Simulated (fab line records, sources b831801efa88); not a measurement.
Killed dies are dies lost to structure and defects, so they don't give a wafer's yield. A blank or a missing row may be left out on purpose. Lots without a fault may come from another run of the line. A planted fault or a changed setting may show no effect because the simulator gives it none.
Problem report in the 8D (eight disciplines) form, filled by code | flow sky130 | the parts of the form that need people (team, actions taken, sign-off) are left out

1. THE PROBLEM
rf_fwd_power_W at SKY_METAL3_ETCH_16 reads a mean of 576.0 W on 9 wafers of 3 lots; wafers without a fault read 497.3 W with a standard deviation of 1.7. That is +46 standard deviations from the usual mean.
The step: etches BARC in N2/H2, stops on SiO2, time 88.2 s, target depth 60 nm.
First seen on wafer L841.1, day 42 01:29, on rie_metal-04. The record holds 33 wafers of 11 lots with a number at this step. Rule for "out", or "out of limits": more than 4 standard deviations from the usual mean. The other wafers with a number count as sound.

2. WHAT IT IS AND WHAT IT IS NOT
question                    | is                     | is not
which readings at this step | rf_fwd_power_W         | drypump_motor_current_A, oes_product_au
which lots                  | L841, L844, L845       | L831, L834, L836, L837, L838, L842, L843, L851
which wafers of those lots  | all that have a number | -
read on which tools         | rie_metal-04           | rie_metal-01, rie_metal-02
when                        | from day 42 01:29      | up to then (15 sound wafers); but 9 sound wafers of L842, L843, L851 came after

3. SUSPECTS, AND WHAT RULES EACH OUT
Counting: a tool at a process step up to the reading stays a suspect if it ran every lot that is out and no sound lot after the first of them.
- rie_metal-04 at SKY_METAL3_DESCUM_15 (chemistry O2, time 8 s): kept. It ran every lot that is out, first L841 (day 42 01:28), and no sound lot after that; its last sound lot up to then is L838 (day 41 04:52).
- rie_metal-04 at SKY_METAL3_ETCH_16 (etches BARC in N2/H2, stops on SiO2, time 88.2 s, target depth 60 nm): kept. It ran every lot that is out, first L841 (day 42 01:29), and no sound lot after that; its last sound lot up to then is L838 (day 41 04:54). Its own readings are out on those wafers: rf_fwd_power_W.
Left after counting: rie_metal-04 at SKY_METAL3_DESCUM_15, rie_metal-04 at SKY_METAL3_ETCH_16.

4. THE CAUSE (what the simulator had put in)
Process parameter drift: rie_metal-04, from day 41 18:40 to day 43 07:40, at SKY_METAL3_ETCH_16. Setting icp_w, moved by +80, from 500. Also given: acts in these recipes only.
Counting left 2 suspects, and this tool is among them.

5. THE CHAIN OF EFFECTS, in route order
Each row: a reading whose mean over the struck wafers that have a number lies more than 3 standard deviations from the usual. Only readings for which the record gives a usual standard deviation are gone through. hours: the time from each lot's start at the first step in this table that gives one to its start at this step, as a median over the lots. sigmas: the change in usual standard deviations.
hours | step               | reading        | usual   | on struck wafers | change | sigmas
0     | SKY_METAL3_ETCH_16 | rf_fwd_power_W | 497.3 W | 576.0            | +78.7  | +46
The process steps in it:
- SKY_METAL3_ETCH_16: etches BARC in N2/H2, stops on SiO2, time 88.2 s, target depth 60 nm.

6. WHAT WOULD HAVE CAUGHT IT SOONER
In this record the first reading out of limits was taken at day 42 01:29, 7 hours after the fault began at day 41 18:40.
